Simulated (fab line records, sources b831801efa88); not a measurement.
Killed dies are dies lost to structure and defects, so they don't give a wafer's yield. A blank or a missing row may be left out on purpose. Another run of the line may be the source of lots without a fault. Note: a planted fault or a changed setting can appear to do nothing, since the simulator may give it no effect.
Which tool did it? | flow gf180mcu | 14 lots, 42 wafers sampled, at 6 steps of a route of 602

== WHAT THE GAUGES SHOWED, per wafer ==
GF_DNWELL_TW_MEAS_09. Usual: DNWELL_TW gives 1348 (standard deviation 15).
lot  | measured    | on           | DNWELL_TW      | flag
L897 | day 2 19:02 | filmMetro-03 | 1347 1352 1358 | 
L901 | day 3 17:41 | filmMetro-04 | 1334 1338 1341 | 
L907 | day 5 00:04 | filmMetro-01 | 1361 1361 1364 | 
L908 | day 5 05:22 | filmMetro-03 | 1368 1364 1361 | 
L909 | day 5 10:37 | filmMetro-04 | 1328 1327 1324 | 
L910 | day 5 16:42 | filmMetro-01 | 1356 1369 1359 | 
L911 | day 6 01:05 | filmMetro-04 | 1328 1330 1335 | 
L912 | day 6 07:47 | filmMetro-01 | 1359 1368 1358 | 
L915 | day 7 03:41 | filmMetro-01 | 1358 1354 1359 | 
L916 | day 7 14:02 | filmMetro-01 | 1358 1354 1359 | 
L917 | day 7 14:23 | filmMetro-04 | 1343 1332 1335 | 
L918 | day 8 01:24 | filmMetro-01 | 1375 1371 1368 | 
L919 | day 8 00:55 | filmMetro-03 | 1361 1359 1356 | 
L920 | day 8 00:34 | filmMetro-01 | 1366 1363 1367 | 

GF_PSD_TW_MEAS_11. Usual: PSD_TW gives 3167 (standard deviation 32).
lot  | measured     | on           | PSD_TW         | flag
L897 | day 14 03:50 | filmMetro-04 | 3148 3140 3147 | 
L901 | day 15 16:53 | filmMetro-01 | 3197 3173 3190 | 
L907 | day 17 07:48 | filmMetro-04 | 30 30 30       | OFF
L908 | day 17 17:08 | filmMetro-01 | 30 30 30       | OFF
L909 | day 18 11:28 | filmMetro-04 | 3150 3123 3129 | 
L910 | day 18 13:08 | filmMetro-01 | 3189 3196 3174 | 
L911 | day 19 03:11 | filmMetro-01 | 3176 3190 3177 | 
L912 | day 19 22:44 | filmMetro-01 | 3177 3184 3177 | 
L915 | day 21 06:38 | filmMetro-01 | 3222 3213 3203 | 
L916 | day 21 21:44 | filmMetro-04 | 3136 3136 3143 | 
L917 | day 22 06:17 | filmMetro-01 | 3207 3200 3206 | 
L918 | day 22 17:08 | filmMetro-01 | 3215 3197 3218 | 
L919 | day 22 14:44 | filmMetro-04 | 3114 3116 3121 | 
L920 | day 22 15:53 | filmMetro-01 | 3182 3220 3209 | 

GF_M1_RS_MEAS_05: a four-point-probe measurement. Usual: M1_ALCU_RS gives 0.0697 ohm/sq (standard deviation 0.00072).
lot  | measured     | on           | M1_ALCU_RS (ohm/sq)  | flag
L897 | day 16 00:08 | filmMetro-04 | 0.0691 0.0691 0.0692 | 
L901 | day 17 15:30 | filmMetro-04 | 0.0693 0.0677 0.0693 | 
L907 | day 19 10:13 | filmMetro-02 | 0.0689 0.0694 0.0696 | 
L908 | day 19 19:07 | filmMetro-01 | 0.0694 0.0700 0.0686 | 
L909 | day 20 13:13 | filmMetro-01 | 0.0692 0.0697 0.0690 | 
L910 | day 20 15:49 | filmMetro-01 | 0.0700 0.0704 0.0704 | 
L911 | day 21 05:14 | filmMetro-01 | 0.0707 0.0706 0.0717 | 
L912 | day 22 00:55 | filmMetro-04 | 0.0705 0.0706 0.0705 | 
L915 | day 23 08:05 | filmMetro-02 | 0.0704 0.0697 0.0703 | 
L916 | day 23 23:43 | filmMetro-02 | 0.0691 0.0690 0.0691 | 
L917 | day 24 05:56 | filmMetro-01 | 0.0692 0.0691 0.0690 | 
L918 | day 24 17:10 | filmMetro-04 | 0.0707 0.0704 0.0698 | 
L919 | day 24 14:35 | filmMetro-01 | 0.0708 0.0700 0.0711 | 
L920 | day 24 15:53 | filmMetro-01 | 0.0694 0.0698 0.0700 | 

== WHAT TOOL EACH LOT RAN ON (gives the tool, then ch and the chambers of the sampled wafers, and finally the start) ==
lot  | GF_STI_ETCH_14                 | GF_NSD_STRIP_11                     | GF_PSD_STRIP_10
L897 | rieSi-02 ch 2,3, day 2 01:10   | plasmaAsher-02 ch 0, day 13 06:40   | plasmaAsher-01 ch 0,1, day 14 03:43
L901 | rieSi-01 ch 0,1,2, day 2 22:02 | plasmaAsher-03 ch 0,1, day 14 19:47 | plasmaAsher-02 ch 0,1, day 15 16:47
L907 | rieSi-01 ch 0,1,2, day 4 05:04 | plasmaAsher-03 ch 0,1, day 16 09:10 | plasmaAsher-02 ch 0,1, day 17 07:43
L908 | rieSi-01 ch 1,3, day 4 10:25   | plasmaAsher-02 ch 0,1, day 16 18:25 | plasmaAsher-04 ch 0,1, day 17 17:04
L909 | rieSi-01 ch 0,1,3, day 4 16:07 | plasmaAsher-03 ch 0,1, day 17 11:44 | plasmaAsher-02 ch 0,1, day 18 11:22
L910 | rieSi-01 ch 0,1,2, day 4 21:40 | plasmaAsher-01 ch 0,1, day 17 13:09 | plasmaAsher-02 ch 0,1, day 18 13:04
L911 | rieSi-01 ch 0,2, day 5 02:02   | plasmaAsher-03 ch 0,1, day 18 04:34 | plasmaAsher-02 ch 0,1, day 19 03:06
L912 | rieSi-02 ch 0,3, day 5 06:31   | plasmaAsher-01 ch 0,1, day 18 22:53 | plasmaAsher-02 ch 1, day 19 22:37
L915 | rieSi-02 ch 0,1,2, day 5 23:56 | plasmaAsher-03 ch 0,1, day 20 06:25 | plasmaAsher-04 ch 1, day 21 06:32
L916 | rieSi-01 ch 0,1, day 6 05:19   | plasmaAsher-03 ch 1, day 20 21:29   | plasmaAsher-04 ch 0,1, day 21 21:38
L917 | rieSi-02 ch 0,2,3, day 6 12:13 | plasmaAsher-02 ch 0,1, day 21 06:20 | plasmaAsher-02 ch 0,1, day 22 06:11
L918 | rieSi-02 ch 0,2,3, day 6 22:20 | plasmaAsher-03 ch 0,1, day 21 17:29 | plasmaAsher-01 ch 0, day 22 17:01
L919 | rieSi-01 ch 0,3, day 6 22:37   | plasmaAsher-03 ch 0,1, day 21 15:25 | plasmaAsher-02 ch 0,1, day 22 14:38
L920 | rieSi-02 ch 0,2, day 7 03:52   | plasmaAsher-03 ch 0,1, day 21 16:32 | plasmaAsher-02 ch 1, day 22 15:48
- GF_STI_ETCH_14: etches Si in HBr/Cl2/O2, target depth 360 nm, time 102.9 s.
- GF_NSD_STRIP_11: strips in O2/N2.
- GF_PSD_STRIP_10: strips in O2/N2.

== WHAT THE TOOLS THEMSELVES READ (means of the sampled wafers that have a number; where no wafer has one, the mark that the record gives instead) ==
GF_STI_ETCH_14. Usual: drypumpMotorCurrentA 5.7 A, standard deviation 0.35; oesProductAu 1.003 a.u., standard deviation 0.01; throttleValvePct 25.655 %, standard deviation 0.011.
lot  | tool     | drypumpMotorCurrentA (A) | oesProductAu (a.u.) | throttleValvePct (%) | flag
L897 | rieSi-02 | 5.6                      | 1.000               | 25.664               | 
L901 | rieSi-01 | 5.8                      | 0.995               | 25.640               | 
L907 | rieSi-01 | 5.8                      | 1.001               | 25.660               | 
L908 | rieSi-01 | 5.4                      | 1.010               | 25.653               | 
L909 | rieSi-01 | 5.7                      | 0.996               | 25.667               | 
L910 | rieSi-01 | 5.8                      | 0.997               | 25.658               | 
L911 | rieSi-01 | 5.7                      | 1.006               | 25.657               | 
L912 | rieSi-02 | 5.5                      | 0.997               | 25.654               | 
L915 | rieSi-02 | 5.8                      | 1.005               | 25.661               | 
L916 | rieSi-01 | 6.0                      | 0.999               | 25.655               | 
L917 | rieSi-02 | 5.8                      | 0.995               | 25.653               | 
L918 | rieSi-02 | 5.8                      | 1.002               | 25.646               | 
L919 | rieSi-01 | 5.9                      | 1.002               | 25.642               | 
L920 | rieSi-02 | 5.9                      | 1.013               | 25.654               | 

GF_NSD_STRIP_11. Usual: chamberPressureMTorr 1500.0 mTorr, standard deviation 1.2; drypumpMotorCurrentA 5.7 A, standard deviation 0.47; heaterPowerW 338 W, standard deviation 22; oesProductAu 0.487 a.u., standard deviation 0.005; stripTimeToEndpointS 22.942 s, standard deviation 0.029.
lot  | tool           | chamberPressureMTorr (mTorr) | drypumpMotorCurrentA (A) | heaterPowerW (W) | oesProductAu (a.u.) | stripTimeToEndpointS (s) | flag
L897 | plasmaAsher-02 | 1500.8                       | 5.2                      | 331              | 0.488               | 22.944                   | 
L901 | plasmaAsher-03 | 1500.4                       | 5.5                      | 350              | 0.485               | 22.972                   | 
L907 | plasmaAsher-03 | -                            | -                        | -                | -                   | -                        | OFF
L908 | plasmaAsher-02 | -                            | -                        | -                | -                   | -                        | OFF
L909 | plasmaAsher-03 | 1499.2                       | 5.4                      | 349              | 0.487               | 22.927                   | 
L910 | plasmaAsher-01 | 1500.2                       | 6.4                      | 354              | 0.486               | 22.966                   | 
L911 | plasmaAsher-03 | 1501.2                       | 5.4                      | 344              | 0.487               | 22.955                   | 
L912 | plasmaAsher-01 | 1499.5                       | 6.4                      | 350              | 0.482               | 22.929                   | 
L915 | plasmaAsher-03 | 1499.9                       | 5.5                      | 349              | 0.488               | 22.950                   | 
L916 | plasmaAsher-03 | 1499.9                       | 5.3                      | 313              | 0.486               | 22.908                   | 
L917 | plasmaAsher-02 | 1499.2                       | 5.7                      | 329              | 0.489               | 22.943                   | 
L918 | plasmaAsher-03 | 1500.1                       | 5.5                      | 348              | 0.492               | 22.940                   | 
L919 | plasmaAsher-03 | 1501.5                       | 5.4                      | 351              | 0.485               | 22.876                   | 
L920 | plasmaAsher-03 | 1500.7                       | 5.4                      | 350              | 0.481               | 22.945                   | 

GF_PSD_STRIP_10. Usual: chamberPressureMTorr 1500.0 mTorr, standard deviation 1.3; drypumpMotorCurrentA 5.7 A, standard deviation 0.57; heaterPowerW 338 W, standard deviation 25; oesProductAu 0.592 a.u., standard deviation 0.0044; stripTimeToEndpointS 16.502 s, standard deviation 0.029.
lot  | tool           | chamberPressureMTorr (mTorr) | drypumpMotorCurrentA (A) | heaterPowerW (W) | oesProductAu (a.u.) | stripTimeToEndpointS (s) | flag
L897 | plasmaAsher-01 | 1499.8                       | 6.4                      | 356              | 0.591               | 16.503                   | 
L901 | plasmaAsher-02 | 1500.6                       | 5.7                      | 321              | 0.594               | 16.502                   | 
L907 | plasmaAsher-02 | 1500.2                       | 5.4                      | 327              | 0.657               | 31.377                   | OFF
L908 | plasmaAsher-04 | 1498.9                       | 5.8                      | 359              | 0.656               | 31.396                   | OFF
L909 | plasmaAsher-02 | 1499.8                       | 5.4                      | 326              | 0.595               | 16.537                   | 
L910 | plasmaAsher-02 | 1500.6                       | 5.4                      | 326              | 0.590               | 16.486                   | 
L911 | plasmaAsher-02 | 1499.4                       | 5.7                      | 321              | 0.595               | 16.545                   | 
L912 | plasmaAsher-02 | 1501.1                       | 5.9                      | 317              | 0.596               | 16.505                   | 
L915 | plasmaAsher-04 | 1500.5                       | 4.8                      | 384              | 0.589               | 16.509                   | 
L916 | plasmaAsher-04 | 1500.5                       | 5.8                      | 355              | 0.587               | 16.493                   | 
L917 | plasmaAsher-02 | 1500.5                       | 5.4                      | 325              | 0.588               | 16.515                   | 
L918 | plasmaAsher-01 | 1499.9                       | 6.5                      | 337              | 0.593               | 16.520                   | 
L919 | plasmaAsher-02 | 1501.0                       | 5.4                      | 325              | 0.592               | 16.535                   | 
L920 | plasmaAsher-02 | 1499.4                       | 5.9                      | 306              | 0.589               | 16.488                   | 

== THE ANSWER, worked out from the rows above alone ==
Rule: a lot is off if the mean of its wafers that have a number lies more than 3 standard deviations from the usual mean. Also off: a lot with no number at a reading for which 4 or more lots have one. Any other lot the step has rows for is counted as sound. Order of review: gauges by route order, followed by the tools' own readings, for which a lot's mean as printed above is used. At the first step where some lot is off, the reading lying furthest off is the one used; lots without a number count as furthest.
Off: at GF_PSD_TW_MEAS_11 (PSD_TW), L907, L908.
A tool fits if, at a process step before that reading, it ran every lot that is off, and no sound lot after the first of them. Not tried: the gauges at GF_PSD_TW_MEAS_11; whatever is off there is also off at GF_NSD_STRIP_11, on other tools, and gauge error can't account for it. None of those tried fits.

== WHAT THE SIMULATOR HAD INSERTED ==
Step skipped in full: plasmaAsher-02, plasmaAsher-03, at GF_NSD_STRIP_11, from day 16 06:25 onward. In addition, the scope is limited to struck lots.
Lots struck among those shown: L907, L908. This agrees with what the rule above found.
